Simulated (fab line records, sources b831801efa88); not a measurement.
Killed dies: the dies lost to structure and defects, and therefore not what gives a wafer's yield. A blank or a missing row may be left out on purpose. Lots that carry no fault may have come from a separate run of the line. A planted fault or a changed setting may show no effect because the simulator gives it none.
Code-filled problem report in 8D (eight disciplines) form    flow gf180mcu    the parts of the form that need people (team, actions taken, sign-off) are left out

1. WHAT WENT WRONG
HV_LDD_TW at GF_HV_LDD_TW_MEAS_11 reads a mean of 2273 on 9 wafers of 3 lots; wafers without a fault read 2378 with a standard deviation of 21. Relative to the usual mean, that is a shift of -5.0 standard deviations.
Earliest sighting: wafer L469.1 on film_metro-03 at day 12 06:23. The record holds 33 wafers of 11 lots with a number at this step. The rule behind "out" and "out of limits": a value lying over 4 standard deviations away from the usual mean. Any other wafer with a number is counted as sound.

2. WHAT THIS IS AND IS NOT
question                     is                            is not
which readings at this step  HV_LDD_TW                     -
which lots                   L469, L471, L472              L464, L465, L473, L475, L479, L482, L483, L485
which wafers of those lots   all that have a number        -
read on which gauges         film_metro-03, film_metro-04  -
when                         from day 12 06:23             up to then (6 sound wafers); but 18 sound wafers of L473, L475, L479, L482, L483, L485 came after

3. SUSPECTS, AND WHAT RULES EACH OUT
Counting: a tool at any process step up to the reading remains a suspect when it ran all the lots that are out and ran no sound lot after the first of those.
- the gauge at GF_HV_LDD_TW_MEAS_11 has been ruled out. 2 gauges (film_metro-03, film_metro-04) read the wafers that are out.
- implanter-03 at GF_HV_LDD_IMPLANT_09: ruled out as a lasting fault. After its first lot that is out, L469 (day 12 06:08), sound lots L479, L483, L485 ran on it.
Left after counting: nothing in the record.

4. THE CAUSE (what the simulator had put in)
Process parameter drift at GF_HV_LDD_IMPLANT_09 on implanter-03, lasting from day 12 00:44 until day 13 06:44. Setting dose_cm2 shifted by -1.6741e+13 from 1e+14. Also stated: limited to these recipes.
Counting ruled it out, wrongly: the rule takes a fault to strike every lot that its tool runs from its start on, and this one did not.

5. THE CHAIN OF EFFECTS, in route order
One row per reading whose mean, taken over the struck wafers that have a number, lies over 3 standard deviations from the usual. Scope: only readings with a usual standard deviation given in the record; hours: median across lots of the time from each lot's start at the first step in this table that gives one to its start at this step; sigmas: change in usual standard deviations.
hours  step                  reading             usual         on struck wafers  change      sigmas
0      GF_HV_LDD_IMPLANT_09  dose_ions_cm2       9.998e+13     8.322e+13         -1.676e+13  -99 or more
0      GF_HV_LDD_IMPLANT_09  faraday_current_uA  563           467               -96         -8.0
0      GF_HV_LDD_TW_MEAS_11  HV_LDD_TW           2378          2273              -105        -5.0
63     GF_HV_LDD_RS_MEAS_53  HV_LDD_RS           419.1 ohm/sq  453.4             +34.3       +31
Its process steps:
- GF_HV_LDD_IMPLANT_09
Later steps that measure or inspect, where all struck wafers having a row at the step show a number for every such reading and not one has moved that far: GF_V1_THK_MEAS_03.

6. WHAT WOULD HAVE CAUGHT IT SOONER
In this record the first reading out of limits at a measuring or inspecting step was taken at day 12 06:23, 6 hours after the fault began at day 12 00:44.
Tool's own readings at GF_HV_LDD_IMPLANT_09, dose_ions_cm2, faraday_current_uA: out on all struck wafers the step has rows for; an alarm limit on them would have tripped on the first.
